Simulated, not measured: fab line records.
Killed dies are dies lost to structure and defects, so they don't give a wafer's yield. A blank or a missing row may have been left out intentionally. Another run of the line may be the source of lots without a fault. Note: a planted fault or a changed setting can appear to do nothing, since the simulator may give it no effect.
fab line records	flow sky130
record: lots: 7	wafers: 21	last_day: 50
route steps=708 shown PWDE@47 NWELL@56 PAD_OPEN@708
lots that met no fault: taken from a fault-free run of the same line
start_h: start of the lot's first displayed wafer, in hours after the record's first day	wait_h: hours elapsed since this lot's preceding step	" same as the row above	L1.1+2: several wafers, shown together as one row	- either no value or no given start	* or withheld: withheld	< > ~ a bound
route shown NAME@n: NAME is a module with steps in the file, n the number in the route of the first one	usual: average and standard deviation across the fault-free wafers	same: alike in all rows	chamber/n: place in a boat	sites: each site's reading	_std_site: how widely they spread, as a standard deviation	_edge_site: inner sites' mean taken away from outer sites' mean	radius_mm: for every site, how far away it sits from the centre of the wafer	mask NAME#n: copy n	behind: the tool/chamber that last shaped the wafer	hold: why the lot went on hold/how many hours it stayed there/how the hold came to an end	device: transistor that didn't switch, given as n, p or np	end of line: tests of these same wafers at the route's end	step lacking rows: just its recipe	killed: at the first sort, the dies lost to defects and structure; wafer yield is something else	map: a wafer's dies, x killed, . not, _ none there
set.NAME: the setting that was run; set.NAME@STEP: the one run at that earlier step	model.NAME: the simulator's own value behind a step, which no gauge read
a table for each step, a row for each wafer; lots at some steps of the route
services: when a tool's chamber went out of use (start_h, in hours from the record's first day, below 0 if earlier), for how many hours, and the reason
== steps ==
step: SKY_PWDE_COAT_02
recipe: spin_rpm: 2000	resist_thk_nm: 3000
step: SKY_PWDE_SOFTBAKE_03
recipe: temp_c: 110	time_s: withheld
step: SKY_PWDE_EXPOSE_04
recipe: mask_id: PWDEM	na: 0.6	source_shape: conventional	sigma_outer: 0.6	polarization: unpolarized	target_cd_nm: 840	dose_mj: 214
step: SKY_PWDE_PEB_05
recipe: temp_c: 115	time_s: withheld
step: SKY_PWDE_DEVELOP_06
recipe: wall_angle_deg: 90	developer: TMAH	develop_time_s: 60	dev_temp_c: 23
step: SKY_PWDE_OVL_MEAS_07
usual: PWDE_OVL: -1.2/1.5
lot.wafer	tool	chamber	start_h	wait_h	PWDE_OVL[nm]
L631.1	overlay-01	-	82.02	-	-0.8
L631.2	"	-	"	"	-3.6
L631.6	"	-	"	"	0.2
L632.1	overlay-01	-	84.57	-	2.2
L632.2	"	-	"	"	2.0
L632.5	"	-	"	"	1.8
L642.1	overlay-02	-	153.27	-	-2.3
L642.3	"	-	"	"	-4.5
L642.4	"	-	"	"	-1.4
L643.1	overlay-01	-	154.71	-	0.2
L643.4	"	-	"	"	1.7
L643.5	"	-	"	"	-2.8
L645.1	overlay-01	-	164.57	-	-3.4
L645.4	"	-	"	"	-2.7
L645.6	"	-	"	"	-2.5
L647.1	overlay-02	-	167.77	-	-3.9
L647.3	"	-	"	"	-3.3
L647.6	"	-	"	"	-2.2
L652.2	overlay-02	-	198.23	-	-0.8
L652.3	"	-	"	"	-2.0
L652.4	"	-	"	"	-0.6
step: SKY_PWDE_IMPLANT_08
recipe: species: B	energy_kev: 150	dose_cm2: 3.6e+12	tilt_deg: withheld
step: SKY_PWDE_STRIP_09
recipe: chemistry: O2/N2	power_w: 1400	pressure_mtorr: 1500	platen_temp_c: withheld	o2_flow_sccm: 3000	n2_flow_sccm: 300	overash_fraction: 0.5
usual: chamber_pressure_mTorr: 1500.1/1.4	drypump_motor_current_A: 5.9/0.38	oes_product_au: 0.722/0.0045	strip_time_to_endpoint_s: 36.92/0.11
lot.wafer	tool	chamber	start_h	wait_h	chamber_pressure_mTorr	drypump_motor_current_A	oes_product_au	rf_hours_counter_h	strip_time_to_endpoint_s
L631.1	plasma_asher-02	0	82.21	0.1	1500.9	5.8	0.724	41	36.97
L631.2	"	1	"	"	1499.0	5.6	0.725	41	36.92
L631.6	"	0	"	"	1502.4	5.8	0.712	-	36.92
L632.1	plasma_asher-04	1	84.75	0.1	1500.5	5.8	0.731	26	36.78
L632.2	"	0	"	"	1500.6	5.3	0.714	26	36.88
L632.5	"	1	"	"	1501.6	5.8	0.725	-	36.85
L642.1	plasma_asher-01	1	153.45	0.1	1501.1	5.9	0.726	48	36.78
L642.3	"	0	"	"	1498.1	6.4	0.714	-	36.75
L642.4	"	1	"	"	1498.4	5.9	0.723	-	36.73
L643.1	plasma_asher-04	0	154.90	0.1	1498.9	5.2	0.717	33	36.95
L643.4	"	0	"	"	1502.0	5.2	0.723	-	36.95
L643.5	"	0	"	"	1501.6	5.3	0.728	-	36.95
L645.1	plasma_asher-04	0	164.75	0.1	1499.8	5.2	0.714	34	36.97
L645.4	"	1	"	"	1500.7	5.8	0.715	-	36.89
L645.6	"	0	"	"	1501.3	5.3	0.725	-	36.74
L647.1	plasma_asher-02	0	167.95	0.1	1501.0	5.8	0.728	5	37.10
L647.3	"	1	"	"	1500.0	5.6	0.720	-	36.99
L647.6	"	0	"	"	1498.3	5.8	0.722	-	37.00
L652.2	plasma_asher-01	1	198.41	0.1	1500.0	5.9	0.722	52	36.74
L652.3	"	0	"	"	1501.3	6.4	0.729	-	36.72
L652.4	"	1	"	"	1501.1	5.9	0.721	-	36.72
step: SKY_PWDE_TW_MEAS_10
usual: PWDE_TW: 375.3/1.6
lot.wafer	tool	chamber	start_h	wait_h	PWDE_TW
L631.1	film_metro-04	-	82.31	0.1	374.3
L631.2	"	-	"	"	374.5
L631.6	"	-	"	"	377.8
L632.1	film_metro-02	-	84.85	0.1	377.8
L632.2	"	-	"	"	375.9
L632.5	"	-	"	"	376.7
L642.1	film_metro-04	-	153.55	0.1	376.5
L642.3	"	-	"	"	375.9
L642.4	"	-	"	"	376.2
L643.1	film_metro-02	-	155.00	0.1	374.1
L643.4	"	-	"	"	374.5
L643.5	"	-	"	"	374.3
L645.1	film_metro-03	-	164.85	0.1	373.5
L645.4	"	-	"	"	375.0
L645.6	"	-	"	"	374.6
L647.1	film_metro-02	-	168.05	0.1	376.0
L647.3	"	-	"	"	375.5
L647.6	"	-	"	"	374.2
L652.2	film_metro-02	-	198.52	0.1	372.1
L652.3	"	-	"	"	373.2
L652.4	"	-	"	"	371.5
step: SKY_NWELL_DEHYDRATE_03
recipe: temp_c: 200	time_s: 60
step: SKY_NWELL_HMDS_04
recipe: prime_time_s: 60	prime_temp_c: 120
step: SKY_NWELL_COAT_05
recipe: spin_rpm: 2000	resist_thk_nm: 3000
step: SKY_NWELL_SOFTBAKE_06
recipe: temp_c: 110	time_s: withheld
usual: chill_plate_temp_C: 23.03/0.11	heater_power_total_W: 65.30/0.14	plate_temp_C: 109.99/0.15
lot.wafer	tool	chamber	start_h	wait_h	chill_plate_temp_C	heater_power_total_W	plate_temp_C	model.coat_of_NWELL_COAT_05.thk_nm
L631.1	litho_track-02	0	89.07	0.1	23.14	65.45	109.90	3008
L631.2	"	0	"	"	23.06	65.43	110.04	2994
L631.6	"	0	"	"	23.05	65.40	110.10	2999
L632.1	litho_track-01	0	92.26	0.1	22.98	65.45	109.81	3004
L632.2	"	0	"	"	23.01	65.50	109.75	2999
L632.5	"	0	"	"	23.06	65.34	109.85	2999
L642.1	litho_track-01	0	163.06	0.1	23.15	65.33	109.92	3001
L642.3	"	0	"	"	23.10	65.09	109.98	3001
L642.4	"	0	"	"	23.09	65.37	109.99	3012
L643.1	litho_track-01	0	164.66	0.1	22.87	70.39	116.31	2942
L643.4	"	0	"	"	23.05	70.49	116.38	2942
L643.5	"	0	"	"	23.10	70.35	116.46	2951
L645.1	litho_track-01	0	175.56	0.1	22.97	70.43	116.15	2949
L645.4	"	0	"	"	23.13	70.63	116.27	2961
L645.6	"	0	"	"	22.98	70.63	116.31	2959
L647.1	litho_track-01	0	178.56	0.1	22.79	70.64	116.37	2948
L647.3	"	0	"	"	22.86	70.45	116.37	2935
L647.6	"	0	"	"	23.05	70.49	116.58	2948
L652.2	litho_track-03	0	209.06	0.1	22.82	65.40	110.07	2994
L652.3	"	0	"	"	22.96	65.37	110.05	2995
L652.4	"	0	"	"	22.85	65.25	110.21	2991
step: SKY_NWELL_EXPOSE_07
recipe: mask_id: NWM	na: 0.6	source_shape: conventional	sigma_outer: 0.6	polarization: unpolarized	target_cd_nm: 840	dose_mj: 255
step: SKY_NWELL_PEB_08
recipe: temp_c: 115	time_s: withheld
step: SKY_NWELL_DEVELOP_09
recipe: wall_angle_deg: 90	developer: TMAH	develop_time_s: 60	dev_temp_c: 23
usual: chill_plate_temp_C: 23.01/0.11
lot.wafer	tool	chamber	start_h	wait_h	chill_plate_temp_C	model.coat_of_NWELL_COAT_05.thk_nm
L631.1	litho_track-02	0	-	-	23.23	3004
L631.2	"	0	"	"	23.20	2990
L631.6	"	0	"	"	23.09	2995
L632.1	litho_track-03	0	-	-	23.13	3000
L632.2	"	0	"	"	23.17	2995
L632.5	"	0	"	"	23.07	2994
L642.1	litho_track-01	0	-	-	22.92	2997
L642.3	"	0	"	"	22.77	2997
L642.4	"	0	"	"	22.88	3008
L643.1	litho_track-03	0	-	-	22.88	2937
L643.4	"	0	"	"	23.02	2938
L643.5	"	0	"	"	22.95	2947
L645.1	litho_track-03	0	-	-	23.10	2945
L645.4	"	0	"	"	23.08	2956
L645.6	"	0	"	"	22.95	2955
L647.1	litho_track-02	0	-	-	23.09	2943
L647.3	"	0	"	"	23.08	2931
L647.6	"	0	"	"	23.18	2943
L652.2	litho_track-01	0	-	-	22.88	2989
L652.3	"	0	"	"	22.94	2991
L652.4	"	0	"	"	22.90	2987
step: SKY_NWELL_OVL_MEAS_10
usual: NWELL_00_OVL: -1.1/1.4
lot.wafer	tool	chamber	start_h	wait_h	NWELL_00_OVL[nm]
L631.1	overlay-02	-	97.32	-	-2.5
L631.2	"	-	"	"	0.3
L631.6	"	-	"	"	-1.9
L632.1	overlay-01	-	100.58	-	-0.7
L632.2	"	-	"	"	-0.3
L632.5	"	-	"	"	-2.0
L642.1	overlay-02	-	173.61	-	1.3
L642.3	"	-	"	"	-2.0
L642.4	"	-	"	"	-1.4
L643.1	overlay-02	-	175.53	-	-0.7
L643.4	"	-	"	"	-1.5
L643.5	"	-	"	"	-1.7
L645.1	overlay-02	-	185.68	-	-3.5
L645.4	"	-	"	"	-2.9
L645.6	"	-	"	"	-2.1
L647.1	overlay-02	-	188.97	-	-2.3
L647.3	"	-	"	"	-3.0
L647.6	"	-	"	"	-2.9
L652.2	overlay-01	-	221.07	-	1.5
L652.3	"	-	"	"	-1.1
L652.4	"	-	"	"	0.7
step: SKY_NWELL_IMPLANT_11
recipe: species: P	energy_kev: 400	dose_cm2: 1.9e+13	tilt_deg: withheld
step: SKY_NWELL_IMPLANT_12
recipe: species: P	energy_kev: 120	dose_cm2: 1.3e+12	tilt_deg: withheld
step: SKY_NWELL_IMPLANT_13
recipe: species: P	energy_kev: 50	dose_cm2: 7e+11	tilt_deg: withheld
step: SKY_NWELL_STRIP_14
recipe: chemistry: O2/N2	power_w: 1400	pressure_mtorr: 1500	platen_temp_c: withheld	o2_flow_sccm: 3000	n2_flow_sccm: 300	overash_fraction: 0.5
usual: chamber_pressure_mTorr: 1499.9/1.5	drypump_motor_current_A: 5.9/0.37	oes_product_au: 0.722/0.0045	strip_time_to_endpoint_s: 36.94/0.1
lot.wafer	tool	chamber	start_h	wait_h	chamber_pressure_mTorr	drypump_motor_current_A	oes_product_au	rf_hours_counter_h	strip_time_to_endpoint_s
L631.1	plasma_asher-03	1	97.81	0.1	1501.3	6.0	0.718	40	37.01
L631.2	"	0	"	"	1500.6	6.4	0.723	40	36.85
L631.6	"	0	"	"	1503.0	6.4	0.723	-	36.87
L632.1	plasma_asher-03	1	101.07	0.1	1499.9	6.0	0.722	40	36.96
L632.2	"	0	"	"	1498.2	6.4	0.726	40	36.91
L632.5	"	1	"	"	1500.5	6.0	0.721	-	36.89
L642.1	plasma_asher-03	0	174.10	0.1	1499.0	6.5	0.722	48	36.93
L642.3	"	0	"	"	1500.6	6.4	0.713	-	36.93
L642.4	"	1	"	"	1499.2	6.0	0.727	-	37.04
L643.1	plasma_asher-03	1	176.02	0.1	1502.8	5.9	0.720	48	36.27
L643.4	"	1	"	"	1499.2	6.0	0.723	-	36.28
L643.5	"	1	"	"	1499.4	6.0	0.724	-	36.39
L645.1	plasma_asher-04	0	186.17	0.1	1501.3	5.3	0.720	36	36.35
L645.4	"	1	"	"	1502.1	5.9	0.725	-	36.44
L645.6	"	1	"	"	1500.3	5.9	0.728	-	36.43
L647.1	plasma_asher-02	0	189.46	0.1	1501.6	5.8	0.725	7	36.32
L647.3	"	0	"	"	1501.1	5.8	0.724	-	36.18
L647.6	"	0	"	"	1501.6	5.8	0.713	-	36.34
L652.2	plasma_asher-03	1	221.55	0.1	1500.5	6.0	0.716	53	36.84
L652.3	"	1	"	"	1499.2	6.0	0.720	-	36.85
L652.4	"	0	"	"	1497.7	6.4	0.729	-	36.81
step: SKY_NWELL_TW_MEAS_15
usual: NWELL_TW: 1826/8.6
lot.wafer	tool	chamber	start_h	wait_h	NWELL_TW
L631.1	film_metro-03	-	97.91	0.1	1828
L631.2	"	-	"	"	1811
L631.6	"	-	"	"	1815
L632.1	film_metro-02	-	101.17	0.1	1814
L632.2	"	-	"	"	1823
L632.5	"	-	"	"	1811
L642.1	film_metro-02	-	174.20	0.1	1819
L642.3	"	-	"	"	1823
L642.4	"	-	"	"	1823
L643.1	film_metro-03	-	176.12	0.1	1828
L643.4	"	-	"	"	1836
L643.5	"	-	"	"	1838
L645.1	film_metro-03	-	186.27	0.1	1834
L645.4	"	-	"	"	1841
L645.6	"	-	"	"	1845
L647.1	film_metro-03	-	189.56	0.1	1828
L647.3	"	-	"	"	1827
L647.6	"	-	"	"	1824
L652.2	film_metro-02	-	221.66	0.1	1821
L652.3	"	-	"	"	1811
L652.4	"	-	"	"	1820
step: SKY_PAD_OPEN_PROBE_99
usual: killed_at_M0_to_M3: 44/7.1	killed_at_M4_up: 3.3/1.8	killed_at_contacts: 24/5.1	killed_at_front_end: 16/4.7	killed_at_other: 0.3/0.52	killed_dies: 87/9.7	killed_on_rim: 17/3.8	killed_open: 47/6.8	killed_short: 39/6.7
same: gross_dies: 492	killed_at_back_side: 0
lot.wafer	tool	chamber	start_h	wait_h	killed_at_M0_to_M3	killed_at_M4_up	killed_at_contacts	killed_at_front_end	killed_at_other	killed_dies	killed_on_rim	killed_open	killed_short
L631.1	prober-01	-	1081.75	0.1	43	3	25	18	0	89	22	44	45
L631.2	prober-01	-	1081.80	0.1	40	5	23	17	0	85	12	56	29
L631.6	prober-01	-	1082.00	0.2	32	3	21	15	1	72	15	39	33
L642.1	prober-01	-	1153.17	0.1	62	3	17	16	0	98	21	50	47
L642.3	prober-01	-	1153.27	0.2	50	2	21	11	0	84	22	49	35
L642.4	prober-01	-	1153.32	0.2	41	5	21	11	0	78	9	48	30
L643.1	prober-01	-	1156.95	0.1	59	5	17	20	0	101	21	55	46
L643.4	prober-01	-	1157.10	0.2	33	1	25	24	0	83	8	45	38
L643.5	prober-01	-	1157.15	0.2	46	5	25	15	0	91	16	51	40
L647.1	prober-01	-	1168.03	0.1	30	2	28	13	0	73	17	44	29
L647.3	prober-01	-	1168.13	0.2	38	4	29	15	0	86	13	49	37
L647.6	prober-01	-	1168.28	0.2	42	5	22	12	0	81	19	47	34
L645.1	prober-02	-	1168.74	0.1	44	3	25	21	0	93	24	50	41
L645.4	prober-02	-	1168.89	0.2	39	2	30	19	0	90	16	49	39
L645.6	prober-02	-	1168.99	0.2	42	3	34	15	1	95	21	61	34
killed by level:class
L631.1 VIA1:geometric_particle:open=9 CONTACT:geometric_particle:open=8 CONTACT:geometric_particle:short=7 VIA1:geometric_particle:short=7 FIELD_ISO:geometric_particle:short=6 VIA3:geometric_particle:open=6 VIA2:geometric_particle:open=5 POLY_GATE:geometric_particle:open=4
L631.2 VIA2:geometric_particle:open=11 VIA1:geometric_particle:open=9 CONTACT:geometric_particle:open=8 LI_CONTACT:geometric_particle:open=7 METAL1:geometric_particle:short=5 FIELD_ISO:geometric_particle:open=4 POLY_GATE:geometric_particle:open=4 LI_CONTACT:geometric_particle:short=3
L631.6 CONTACT:geometric_particle:open=12 VIA1:geometric_particle:open=7 VIA1:geometric_particle:short=6 SPACER:geometric_particle:open=4 LI_CONTACT:geometric_particle:open=4 METAL1:geometric_particle:short=4 VIA2:geometric_particle:open=3 VIA3:geometric_particle:open=3
L642.1 VIA1:geometric_particle:open=15 METAL1:geometric_particle:short=9 VIA2:geometric_particle:open=7 VIA1:geometric_particle:short=6 VIA3:geometric_particle:open=6 LI_CONTACT:geometric_particle:open=5 VIA3:geometric_particle:short=5 FIELD_ISO:geometric_particle:short=4
L642.3 VIA1:geometric_particle:open=16 VIA2:geometric_particle:open=9 LI_CONTACT:geometric_particle:open=6 VIA1:geometric_particle:short=6 LOCAL_INTERCONNECT:geometric_particle:short=5 CONTACT:geometric_particle:open=5 METAL2:geometric_particle:short=5 CONTACT:geometric_particle:short=4
L642.4 VIA1:geometric_particle:open=14 CONTACT:geometric_particle:open=7 VIA3:geometric_particle:open=6 CONTACT:geometric_particle:short=6 VIA3:geometric_particle:short=6 VIA1:geometric_particle:short=5 LI_CONTACT:geometric_particle:open=3 VIA2:geometric_particle:open=3
L643.1 VIA1:geometric_particle:open=15 METAL2:geometric_particle:short=12 VIA2:geometric_particle:open=10 POLY_GATE:geometric_particle:open=8 VIA1:geometric_particle:short=7 CONTACT:geometric_particle:open=6 VIA3:geometric_particle:open=6 FIELD_ISO:geometric_particle:open=4
L643.4 CONTACT:geometric_particle:open=8 FIELD_ISO:geometric_particle:open=7 VIA1:geometric_particle:open=7 FIELD_ISO:geometric_particle:short=6 LI_CONTACT:geometric_particle:open=6 LOCAL_INTERCONNECT:geometric_particle:short=6 VIA1:geometric_particle:short=5 CONTACT:geometric_particle:short=4
L643.5 VIA1:geometric_particle:open=11 LI_CONTACT:geometric_particle:open=8 CONTACT:geometric_particle:open=7 VIA2:geometric_particle:open=7 LOCAL_INTERCONNECT:geometric_particle:short=6 METAL1:geometric_particle:short=6 METAL2:geometric_particle:short=5 VIA3:geometric_particle:open=5
L647.1 LI_CONTACT:geometric_particle:open=12 CONTACT:geometric_particle:open=9 VIA1:geometric_particle:open=8 METAL1:geometric_particle:short=5 CONTACT:geometric_particle:short=4 VIA2:geometric_particle:open=4 VIA3:geometric_particle:open=4 POLY_GATE:geometric_particle:short=3
L647.3 CONTACT:geometric_particle:open=11 LI_CONTACT:geometric_particle:open=9 VIA1:geometric_particle:open=8 POLY_GATE:geometric_particle:open=7 METAL1:geometric_particle:short=6 LI_CONTACT:geometric_particle:short=5 VIA1:geometric_particle:short=4 VIA3:geometric_particle:open=4
L647.6 CONTACT:geometric_particle:open=8 VIA2:geometric_particle:open=8 VIA3:geometric_particle:open=8 LI_CONTACT:geometric_particle:open=7 POLY_GATE:geometric_particle:open=6 LOCAL_INTERCONNECT:geometric_particle:short=6 VIA1:geometric_particle:open=6 METAL2:geometric_particle:short=6
L645.1 VIA1:geometric_particle:open=16 CONTACT:geometric_particle:open=11 POLY_GATE:geometric_particle:short=8 METAL2:geometric_particle:short=7 VIA3:geometric_particle:open=6 LI_CONTACT:geometric_particle:open=5 POLY_GATE:geometric_particle:open=4 CONTACT:geometric_particle:short=4
L645.4 CONTACT:geometric_particle:open=13 METAL2:geometric_particle:short=12 LI_CONTACT:geometric_particle:open=9 VIA1:geometric_particle:open=7 VIA2:geometric_particle:open=6 LOCAL_INTERCONNECT:geometric_particle:short=4 FIELD_ISO:geometric_particle:short=3 FIELD_ISO:geometric_particle:open=3
L645.6 VIA1:geometric_particle:open=16 CONTACT:geometric_particle:open=15 LI_CONTACT:geometric_particle:open=11 VIA3:geometric_particle:open=6 CONTACT:geometric_particle:short=5 FIELD_ISO:geometric_particle:short=4 POLY_GATE:geometric_particle:short=4 METAL2:geometric_particle:short=4
== services ==
tool	chamber	start_h	hours	kind
litho_track-01	-	63.08	-	consumable_replace:filter
plasma_asher-02	-	108.75	9.0	pm
plasma_asher-02	0	108.75	9.0	vent_cycle
plasma_asher-02	1	108.75	9.0	vent_cycle
plasma_asher-02	0	117.75	-	clean
plasma_asher-02	1	117.75	-	clean
plasma_asher-01	-	167.51	2.8	pm
plasma_asher-02	-	179.24	2.8	pm
== key ==
first_sign: step: SKY_NWELL_SOFTBAKE_06	reading: plate_temp_C	direction: up	sigmas: 44	usual: *	struck: *
effect: step: SKY_NWELL_SOFTBAKE_06	reading: heater_power_total_W	direction: up	sigmas: 37	usual: *	struck: *
effect: step: SKY_NWELL_STRIP_14	reading: strip_time_to_endpoint_s	direction: down	sigmas: 6.1	usual: *	struck: *
model_effect: step: SKY_NWELL_SOFTBAKE_06	value: coat_of_NWELL_COAT_05.thk_nm	without: 2999	struck: 2948
model_effect: step: SKY_NWELL_DEVELOP_09	value: coat_of_NWELL_COAT_05.thk_nm	without: 2995	struck: 2944
met_at SKY_NWELL_SOFTBAKE_06
struck_wafers L643.1,L643.4,L643.5,L645.1,L645.4,L645.6,L647.1,L647.3,L647.6
tester_left_out L643,L645,L647
onset_between 163.06 164.66
fault: kind: process_parameter_drift	tool: litho_track-01	chamber: -	onset_h: 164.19	steps: SKY_NWELL_SOFTBAKE_06	channel: temp_c	offset: *	shape: step	end_h: 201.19	acts_in: *	stated: *
tester_left_out: of these lots the tester's yield and bins aren't shown, on N5 and GAA mostly nor the transistor test; their killed dies are dies lost to structure and defects alone, not to doping, threshold or leakage, so they don't give the yield
